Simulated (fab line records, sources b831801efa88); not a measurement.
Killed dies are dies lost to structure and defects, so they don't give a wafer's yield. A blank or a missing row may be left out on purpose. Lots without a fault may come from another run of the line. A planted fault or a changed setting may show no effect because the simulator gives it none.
Chamber matching | flow gf180mcu | GF_CONTACT_CMP_04 on cmp-01: 4 sister chambers
The step polishes SiO2. 16 wafers are shown with their chamber, then 8 later ones without.

WAFERS WITH THEIR CHAMBER
wafer  | chamber | motor_current_A (A) | edge_zone_pressure_frac | time_to_endpoint_s (s)
L672.4 | 1       | 12.4                | 1.002                   | 124
L672.5 | 0       | 11.1                | 0.998                   | 133
L672.6 | 3       | 13.2                | 1.001                   | 130
L684.1 | 3       | 14.2                | 1.002                   | 110
L684.2 | 2       | 11.9                | 1.000                   | 100
L684.6 | 1       | 13.0                | 0.996                   | 110
L685.1 | 3       | 14.5                | 1.009                   | 114
L685.2 | 2       | 11.6                | 1.004                   | 106
L685.3 | 0       | 11.8                | 0.996                   | 107
L686.1 | 0       | 10.9                | 0.997                   | 108
L686.4 | 3       | 13.3                | 1.000                   | 112
L686.5 | 2       | 12.1                | 0.997                   | 108
L687.2 | 3       | 12.7                | 0.999                   | 111
L687.3 | 0       | 11.5                | 1.002                   | 108
L687.4 | 2       | 12.0                | 1.005                   | 113
L691.1 | 3       | 14.8                | 1.000                   | 111

SIGNATURES (means of the wafers above)
reading                 | chamber 0 | chamber 1 | chamber 2 | chamber 3 | scatter within a chamber
motor_current_A         | 11.325    | 12.700    | 11.900    | 13.783    | 0.597
edge_zone_pressure_frac | 0.99825   | 0.99900   | 1.00150   | 1.00183   | 0.0035
time_to_endpoint_s      | 114.00    | 117.00    | 106.75    | 114.67    | 8.94
Rule: a wafer's distance from a chamber is the root of the sum, over the readings, of the square of ((its reading less the chamber's mean) divided by the reading's scatter). The wafer belongs to the nearest chamber; if the next one is less than 2 further off, it can't be placed. The scatter: the root of (the sum of the squares of (reading less its chamber's mean) over the shown wafers, divided by (wafers less chambers)).

WAFERS WITHOUT THEIR CHAMBER
wafer  | motor_current_A (A) | edge_zone_pressure_frac | time_to_endpoint_s (s)
L691.2 | 11.0                | 1.006                   | 108
L691.6 | 13.2                | 1.001                   | 110
L692.2 | 12.7                | 1.000                   | 103
L692.3 | 11.2                | 1.006                   | 114
L692.6 | 12.1                | 0.999                   | 109
L693.3 | 10.8                | 0.995                   | 107
L693.5 | 11.8                | 0.997                   | 112
L693.6 | 13.6                | 0.993                   | 116

WHICH CHAMBER EACH WENT THROUGH
wafer  | from the rows above               | in truth
L691.2 | can't be placed: 2 or 0 or 1      | 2
L691.6 | can't be placed: 3 or 1 or 2      | 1
L692.2 | can't be placed: 2 or 1 or 3 or 0 | 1
L692.3 | can't be placed: 2 or 0 or 1      | 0
L692.6 | can't be placed: 2 or 1 or 0      | 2
L693.3 | can't be placed: 0 or 2           | 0
L693.5 | can't be placed: 0 or 2 or 1      | 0
L693.6 | can't be placed: 1 or 3 or 2 or 0 | 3
Placed correctly: 0 of 8. Can't be placed from these rows: 8 (the true chamber is among the candidates in 8). Placed wrongly: 0.
